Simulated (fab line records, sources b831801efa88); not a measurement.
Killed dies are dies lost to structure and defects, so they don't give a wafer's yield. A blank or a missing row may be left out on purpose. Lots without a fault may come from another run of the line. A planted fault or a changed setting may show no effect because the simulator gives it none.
Chamber matching | flow gf180mcu | GF_V4_CMP_04 on cmp-01: 4 sister chambers
The step polishes SiO2. 4 wafers are shown with their chamber, then 7 later ones without.

WAFERS WITH THEIR CHAMBER
wafer  | chamber | motor_current_A (A)
L713.3 | 3       | 12.2
L716.1 | 2       | 14.7
L717.1 | 0       | 12.0
L717.3 | 1       | 11.0

WAFERS WITHOUT THEIR CHAMBER
wafer  | motor_current_A (A)
L717.5 | 11.6
L719.2 | 11.4
L719.3 | 14.7
L719.4 | 11.9
L724.3 | 11.3
L724.4 | 11.4
L724.6 | 11.8

WHICH CHAMBER EACH WENT THROUGH
wafer  | from the rows above          | in truth
L717.5 | can't be placed: 0 or 1 or 3 | 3
L719.2 | can't be placed: 1 or 0 or 3 | 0
L719.3 | 2                            | 2
L719.4 | can't be placed: 0 or 3      | 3
L724.3 | can't be placed: 1 or 0      | 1
L724.4 | can't be placed: 1 or 0 or 3 | 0
L724.6 | can't be placed: 0 or 3      | 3
Placed correctly: 1 of 7. Can't be placed from these rows: 6 (the true chamber is among the candidates in 6). Placed wrongly: 0.
How it was worked out, from the rows above alone: a wafer's distance from a chamber is the root of the sum, over the readings, of the square of ((its reading less the chamber's mean) divided by the reading's scatter). The wafer belongs to the nearest chamber; if the next one is less than 2 further off, it can't be placed. A chamber's mean is the mean of its shown wafers. The scatter: with one shown wafer a chamber, the root of the mean of the squares of how far each hidden wafer lies from its nearest shown one.
